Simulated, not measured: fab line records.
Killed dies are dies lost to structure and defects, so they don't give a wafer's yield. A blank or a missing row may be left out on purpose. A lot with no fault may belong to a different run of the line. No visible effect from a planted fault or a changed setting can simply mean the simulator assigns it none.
Which tool did it?    flow gf180mcu    42 wafers from 14 lots sampled at 4 of the route's 602 steps

## WHAT THE GAUGES SHOWED, per wafer
GF_HV_LDD_CD_MEAS_19: target cd 400 nm. Usual: cd nm at 400.4 nm, with a standard deviation of 2.4.
lot   measured      on         cd nm (nm)         flag
L385  day 10 18:26  cd sem-01  404.8 401.5 402.9  
L386  day 10 23:04  cd sem-02  399.2 395.7 399.3  
L387  day 11 10:26  cd sem-01  399.7 399.3 399.5  
L388  day 11 17:46  cd sem-02  395.7 399.3 399.3  
L389  day 12 02:12  cd sem-02  400.2 399.5 400.5  
L392  day 12 23:48  cd sem-01  399.2 398.4 399.7  
L396  day 14 06:07  cd sem-01  396.7 395.9 396.6  
L397  day 14 13:29  cd sem-01  400.1 398.9 401.4  
L402  day 16 01:49  cd sem-02  401.8 402.0 401.5  
L403  day 16 08:19  cd sem-01  399.8 397.8 402.5  
L404  day 16 17:46  cd sem-01  403.8 401.6 401.8  
L405  day 17 01:10  cd sem-02  400.2 401.1 401.9  
L407  day 17 19:55  cd sem-01  397.6 400.6 400.5  
L408  day 18 00:44  cd sem-02  396.4 396.6 396.3  

GF_NSD_TW_MEAS_12. Usual: NSD_TW typically reads 4219, with standard deviation 31.
lot   measured      on             NSD_TW          flag
L385  day 13 07:47  film metro-04  4189 4168 4210  
L386  day 13 11:54  film metro-03  4259 4260 4260  
L387  day 14 00:53  film metro-04  4226 4225 4201  
L388  day 14 09:45  film metro-04  4205 4217 4216  
L389  day 14 20:29  film metro-04  4217 4219 4206  
L392  day 15 19:33  film metro-01  4201 4214 4211  
L396  day 17 05:03  film metro-01  4210 4236 4232  
L397  day 17 12:07  film metro-04  4180 4170 4177  
L402  day 19 04:06  film metro-01  4178 4169 4197  
L403  day 19 11:48  film metro-03  4243 4259 4279  
L404  day 19 20:03  film metro-03  4262 4257 4259  
L405  day 20 05:34  film metro-03  4240 4245 4247  
L407  day 21 00:42  film metro-04  4191 4204 4187  
L408  day 21 06:14  film metro-03  4231 4244 4254  

## WHAT TOOL EACH LOT RAN ON (gives the tool, then ch and the chambers of the sampled wafers, and finally the start)
lot   GF_HV_LDD_IMPLANT_48             GF_HV_LDD_RTA_52
L385  implanter-04 ch 0, day 12 09:00  rtp anneal-02 ch 0, day 12 09:22
L386  implanter-02 ch 0, day 12 13:36  rtp anneal-01 ch 0, day 12 13:58
L387  implanter-04 ch 0, day 13 01:18  rtp anneal-02 ch 0, day 13 01:40
L388  implanter-02 ch 0, day 13 09:34  rtp anneal-01 ch 0, day 13 09:55
L389  implanter-02 ch 0, day 13 19:38  rtp anneal-02 ch 0, day 13 20:00
L392  implanter-04 ch 0, day 14 18:04  rtp anneal-01 ch 0, day 14 18:25
L396  implanter-02 ch 0, day 16 02:29  rtp anneal-02 ch 0, day 16 02:50
L397  implanter-02 ch 0, day 16 10:05  rtp anneal-01 ch 0, day 16 10:26
L402  implanter-02 ch 0, day 17 23:47  rtp anneal-02 ch 0, day 18 00:08
L403  implanter-02 ch 0, day 18 07:38  rtp anneal-02 ch 0, day 18 07:59
L404  implanter-03 ch 0, day 18 16:32  rtp anneal-01 ch 0, day 18 16:53
L405  implanter-03 ch 0, day 19 01:50  rtp anneal-02 ch 0, day 19 02:10
L407  implanter-04 ch 0, day 19 21:34  rtp anneal-01 ch 0, day 19 21:55
L408  implanter-04 ch 0, day 20 02:20  rtp anneal-01 ch 0, day 20 02:43
- GF_HV_LDD_IMPLANT_48
- GF_HV_LDD_RTA_52: time 10 s.

## WHAT THE TOOLS THEMSELVES READ (means of the sampled wafers that have a number; where no wafer has one, the mark that the record gives instead)
GF_HV_LDD_IMPLANT_48. Usual: dose ions cm2 at 3e+13, with a standard deviation of 3.7e+10.
lot   tool          dose ions cm2  flag
L385  implanter-04  3e+13          
L386  implanter-02  3e+13          
L387  implanter-04  3e+13          
L388  implanter-02  3e+13          
L389  implanter-02  3e+13          
L392  implanter-04  3e+13          
L396  implanter-02  3e+13          
L397  implanter-02  3e+13          
L402  implanter-02  3e+13          
L403  implanter-02  3e+13          
L404  implanter-03  3e+13          
L405  implanter-03  3e+13          
L407  implanter-04  3e+13          
L408  implanter-04  3e+13          

GF_HV_LDD_RTA_52. Usual: lamp power pct 29.7 %, standard deviation 0.84; wafer_temp_C_max 1006.1, standard deviation 1.1.
lot   tool           lamp power pct (%)  wafer_temp_C_max  flag
L385  rtp anneal-02  29.1                1005.0            
L386  rtp anneal-01  30.8                1006.0            
L387  rtp anneal-02  29.0                1006.5            
L388  rtp anneal-01  30.8                1005.2            
L389  rtp anneal-02  29.1                1006.4            
L392  rtp anneal-01  30.8                1006.2            
L396  rtp anneal-02  29.1                1005.5            
L397  rtp anneal-01  30.8                1006.4            
L402  rtp anneal-02  29.1                1007.3            
L403  rtp anneal-02  29.1                1006.1            
L404  rtp anneal-01  30.8                1005.8            
L405  rtp anneal-02  29.0                1005.3            
L407  rtp anneal-01  30.8                1006.0            
L408  rtp anneal-01  30.7                1006.1            

## THE ANSWER, worked out from the rows above alone
Rule: a lot counts as off when the mean over its wafers that have a number is more than 3 standard deviations away from the usual mean. A lot without any number at a reading at which 4 lots or more have one is off too. All remaining lots with rows at the step are treated as sound. After the gauges, taken in route order, come the tools' own readings; for these a lot's mean is taken, as printed above. At the first step where some lot is off, the reading lying furthest off is the one used; lots without a number count as furthest.
No lot is off at any reading shown: from this, nothing can be told.

## WHAT HAD BEEN PUT IN BY THE SIMULATOR
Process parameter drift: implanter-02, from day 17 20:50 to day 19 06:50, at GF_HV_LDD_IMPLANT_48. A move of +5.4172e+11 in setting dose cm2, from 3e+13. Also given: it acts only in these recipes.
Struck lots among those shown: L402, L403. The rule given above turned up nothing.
